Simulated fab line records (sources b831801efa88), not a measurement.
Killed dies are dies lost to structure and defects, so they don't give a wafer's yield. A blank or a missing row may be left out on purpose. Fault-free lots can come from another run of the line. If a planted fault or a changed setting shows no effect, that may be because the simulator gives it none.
Comparing a struck lot with a sound one | flow sky130 | 19 steps out of a route of 708
Sound: these wafers, L999.1, L999.3, L999.6. Struck: wafers L102.1, L102.2, L102.6. Last of all comes the cause.
Order at every step that has rows: each side's tool, ch and its chambers, its first start. Under that, the readings that differ: sound wafers | struck wafers | difference of the means | sigmas: that difference in standard deviations of wafers without a fault.
alike: readings whose means differ by less than 2 such deviations, and words and numbers that are the same on both sides. not compared: withheld readings, readings that some wafer has no value for, bounds like >300 that may hide the same value, and numbers for which the record gives no deviation and whose values overlap.
A row with sigmas, a row that says differs or no value, or rows on one side alone: a step with any of these is where the two part. Numbers that have no deviation but don't overlap get no sigmas and don't part them. A reading that every wafer of one side lacks parts them only if that side has two wafers or more.

first, 6 steps without rows for these wafers: SKY_RES_XHIGH_COAT_02 (resist thk 1140 nm); SKY_RES_XHIGH_SOFTBAKE_03 (time 60 s); SKY_RES_XHIGH_EXPOSE_04 (exposes mask URPM, target cd 1270 nm); SKY_RES_XHIGH_PEB_05; SKY_RES_XHIGH_DEVELOP_06 (develop time 60 s); SKY_RES_XHIGH_IMPLANT_07.
SKY_RES_XHIGH_STRIP_08: strips in O2/N2.
  sound on plasma-asher-02 ch 0,1, day 28 13:45; struck on plasma-asher-01 ch 0,1, day 29 04:28
  alike: drypump-motor-current-A, n2-flow-sccm, oes-product-au, strip-time-to-endpoint-s
  not compared: rf-hours-counter-h
SKY_RES_XHIGH_TW_MEAS_09:
  sound: film-metro-01 at day 28 13:51; struck: film-metro-04 at day 29 04:34
  alike: RES_XHIGH_TW
then, 4 steps without rows for these wafers: SKY_SD_N_DEHYDRATE_00 (time 60 s); SKY_SD_N_HMDS_01 (prime time 60 s); SKY_SD_N_COAT_02 (resist thk 1140 nm); SKY_SD_N_SOFTBAKE_03 (time 60 s).
SKY_SD_N_EXPOSE_04: exposes mask NSDM, target cd 380 nm.
  sound on iline-stepper-02 ch 0, day 29 03:07; struck on iline-stepper-02 ch 0, day 29 19:02
  reading                      | sound                   | struck            | difference | sigmas
  model.SD_N.overlay-x-nm (nm) | -0.2599 -0.2599 -0.2599 | 172.2 172.2 172.2 | +172.5     |
  alike: mask, reticle-temp-C
then, 2 steps without rows for these wafers: SKY_SD_N_PEB_05; SKY_SD_N_DEVELOP_06 (develop time 60 s).
SKY_SD_N_CD_MEAS_07: the cd target is 380 nm.
  sound: cd-sem-01 at day 29 16:58; struck: cd-sem-01 at day 30 07:33
  reading    | sound             | struck            | difference | sigmas
  cd-nm (nm) | 374.0 377.5 376.7 | 384.1 382.2 381.3 | +6.5       | +3
SKY_SD_N_OVL_MEAS_08:
  sound: overlay-01 at day 29 17:05; struck: overlay-01 at day 30 07:40
  reading       | sound         | struck            | difference | sigmas
  SD_N_OVL (nm) | -0.5 -1.4 0.0 | 169.6 168.3 168.9 | +169.6     | +99 or more
after that, 1 step had no rows for these wafers: SKY_SD_N_IMPLANT_09.
-- a jump in the record: the struck wafers' starts before and after are 17 days apart (it breaks off in module SD_N and resumes in module PAD_OPEN, where the first step shown is number 708 of the route) --
SKY_PAD_OPEN_PROBE_99:
  only the struck wafers here have rows in the record (prober-02, day 47 08:52); the sound ones have none

WHERE THEY PART
Last at SKY_PAD_OPEN_PROBE_99 as far as this record goes, first at SKY_SD_N_CD_MEAS_07.

WHY: whatever the simulator had introduced
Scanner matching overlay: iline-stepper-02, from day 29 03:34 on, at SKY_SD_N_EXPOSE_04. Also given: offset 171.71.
